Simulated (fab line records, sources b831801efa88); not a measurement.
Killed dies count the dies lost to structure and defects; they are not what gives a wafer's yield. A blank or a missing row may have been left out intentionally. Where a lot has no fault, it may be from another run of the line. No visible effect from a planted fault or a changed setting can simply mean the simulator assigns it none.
Which tool did it? || flow sfq line || 42 wafers from 14 lots sampled at 2 of the route's 325 steps

== WHAT EACH GAUGE READ, for each wafer ==
SFQ_M1_RS_MEAS_909: measures by four-point-probe.
{"lot": "L445", "measured": "day 17 10:28", "on": "film metro-04", "M1_NB_RS (ohm/sq)": "0.891 0.894 0.887"}
{"lot": "L446", "measured": "day 17 18:52", "on": "film metro-04", "M1_NB_RS (ohm/sq)": "0.899 0.904 0.910"}
{"lot": "L447", "measured": "day 18 00:49", "on": "film metro-04", "M1_NB_RS (ohm/sq)": "0.893 0.900 0.897"}
{"lot": "L448", "measured": "day 18 09:49", "on": "film metro-04", "M1_NB_RS (ohm/sq)": "0.902 0.903 0.908"}
{"lot": "L450", "measured": "day 18 18:58", "on": "film metro-02", "M1_NB_RS (ohm/sq)": "0.890 0.885 0.897"}
{"lot": "L451", "measured": "day 19 05:08", "on": "film metro-01", "M1_NB_RS (ohm/sq)": "0.917 0.918 0.906"}
{"lot": "L452", "measured": "day 21 00:19", "on": "film metro-02", "M1_NB_RS (ohm/sq)": "0.890 0.885 0.888"}
{"lot": "L453", "measured": "day 21 17:22", "on": "film metro-02", "M1_NB_RS (ohm/sq)": "0.883 0.894 0.895"}
{"lot": "L454", "measured": "day 22 19:44", "on": "film metro-02", "M1_NB_RS (ohm/sq)": "0.890 0.890 0.898"}
{"lot": "L456", "measured": "day 23 09:23", "on": "film metro-04", "M1_NB_RS (ohm/sq)": "0.883 0.881 0.891"}
{"lot": "L458", "measured": "day 23 21:25", "on": "film metro-01", "M1_NB_RS (ohm/sq)": "0.891 0.889 0.880"}
{"lot": "L462", "measured": "day 25 17:40", "on": "film metro-02", "M1_NB_RS (ohm/sq)": "0.887 0.884 0.891"}
{"lot": "L464", "measured": "day 26 13:01", "on": "film metro-04", "M1_NB_RS (ohm/sq)": "0.898 0.711 0.904"}
{"lot": "L465", "measured": "day 26 16:43", "on": "film metro-01", "M1_NB_RS (ohm/sq)": "0.887 0.704 0.893"}

== EACH LOT AND THE TOOL THAT RAN IT (in order: tool; ch and the chambers of the sampled wafers; start) ==
{"lot": "L445", "SFQ_TRILAYER_M1_DEP_SPUTTER_037": "pvd sputter-04, day 17 10:20"}
{"lot": "L446", "SFQ_TRILAYER_M1_DEP_SPUTTER_037": "pvd sputter-03, day 17 18:44"}
{"lot": "L447", "SFQ_TRILAYER_M1_DEP_SPUTTER_037": "pvd sputter-03, day 18 00:44"}
{"lot": "L448", "SFQ_TRILAYER_M1_DEP_SPUTTER_037": "pvd sputter-06, day 18 09:44"}
{"lot": "L450", "SFQ_TRILAYER_M1_DEP_SPUTTER_037": "pvd sputter-06, day 18 18:51"}
{"lot": "L451", "SFQ_TRILAYER_M1_DEP_SPUTTER_037": "pvd sputter-06, day 19 05:01"}
{"lot": "L452", "SFQ_TRILAYER_M1_DEP_SPUTTER_037": "pvd sputter-03, day 21 00:11"}
{"lot": "L453", "SFQ_TRILAYER_M1_DEP_SPUTTER_037": "pvd sputter-06, day 21 17:15"}
{"lot": "L454", "SFQ_TRILAYER_M1_DEP_SPUTTER_037": "pvd sputter-04, day 22 19:39"}
{"lot": "L456", "SFQ_TRILAYER_M1_DEP_SPUTTER_037": "pvd sputter-04, day 23 09:17"}
{"lot": "L458", "SFQ_TRILAYER_M1_DEP_SPUTTER_037": "pvd sputter-04, day 23 21:16"}
{"lot": "L462", "SFQ_TRILAYER_M1_DEP_SPUTTER_037": "pvd sputter-04, day 25 17:34"}
{"lot": "L464", "SFQ_TRILAYER_M1_DEP_SPUTTER_037": "pvd sputter-04, day 26 12:54"}
{"lot": "L465", "SFQ_TRILAYER_M1_DEP_SPUTTER_037": "pvd sputter-04, day 26 16:37"}
- SFQ_TRILAYER_M1_DEP_SPUTTER_037: material Nb, target thk 200 nm, time 133.3 s.

== AS READ BY THE TOOLS THEMSELVES (means over the sampled wafers that have a number; for cases with no such wafer, the mark the record gives instead) ==
SFQ_TRILAYER_M1_DEP_SPUTTER_037.
{"lot": "L445", "tool": "pvd sputter-04", "throttle valve pct (%)": 29.6}
{"lot": "L446", "tool": "pvd sputter-03", "throttle valve pct (%)": 30.9}
{"lot": "L447", "tool": "pvd sputter-03", "throttle valve pct (%)": 30.2}
{"lot": "L448", "tool": "pvd sputter-06", "throttle valve pct (%)": 29.6}
{"lot": "L450", "tool": "pvd sputter-06", "throttle valve pct (%)": 30.0}
{"lot": "L451", "tool": "pvd sputter-06", "throttle valve pct (%)": 30.1}
{"lot": "L452", "tool": "pvd sputter-03", "throttle valve pct (%)": 30.3}
{"lot": "L453", "tool": "pvd sputter-06", "throttle valve pct (%)": 30.1}
{"lot": "L454", "tool": "pvd sputter-04", "throttle valve pct (%)": 29.6}
{"lot": "L456", "tool": "pvd sputter-04", "throttle valve pct (%)": 29.2}
{"lot": "L458", "tool": "pvd sputter-04", "throttle valve pct (%)": 30.2}
{"lot": "L462", "tool": "pvd sputter-04", "throttle valve pct (%)": 29.0}
{"lot": "L464", "tool": "pvd sputter-04", "throttle valve pct (%)": 29.0}
{"lot": "L465", "tool": "pvd sputter-04", "throttle valve pct (%)": 29.1}

== THE ANSWER, worked out from the rows above alone ==
Rule: the lots themselves supply what counts as usual. Put in order of their means at a reading, lots are off if they are a third of the lots or fewer, leave a main group of 4 or more, and stand apart from it by a gap of 3 or more times the standard deviation of the main group's means; of several such gaps the widest counts. Not used: any main group whose means are identical at the precision the tables above print for the reading. A lot without any number at a reading at which 4 lots or more have one is off too. The other lots that the step has rows for count as sound. First the gauges in route order, then the tools' own readings, where a lot's mean is used as printed above. The first step at which some lot is off is used, and at that step the reading that is off furthest; a lot without a number counts as furthest.
Off: L464, L465, at SFQ_M1_RS_MEAS_909 (M1_NB_RS). The main group has a mean of 0.894 ohm/sq with a standard deviation of 0.0085.
A tool fits if, at a process step before that reading, it ran every lot that is off, and no sound lot after the first of them. Gauges at SFQ_M1_RS_MEAS_909: tried the same way as those tools. One fits: pvd sputter-04 at SFQ_TRILAYER_M1_DEP_SPUTTER_037. Its last sound lot is L462 (day 25 17:34), its first lot that is off L464 (day 26 12:54): a fault that began between those two fits.

== WHAT HAD BEEN PUT IN BY THE SIMULATOR ==
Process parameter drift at SFQ_TRILAYER_M1_DEP_SPUTTER_037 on pvd sputter-04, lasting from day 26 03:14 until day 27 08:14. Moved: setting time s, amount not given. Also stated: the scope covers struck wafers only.
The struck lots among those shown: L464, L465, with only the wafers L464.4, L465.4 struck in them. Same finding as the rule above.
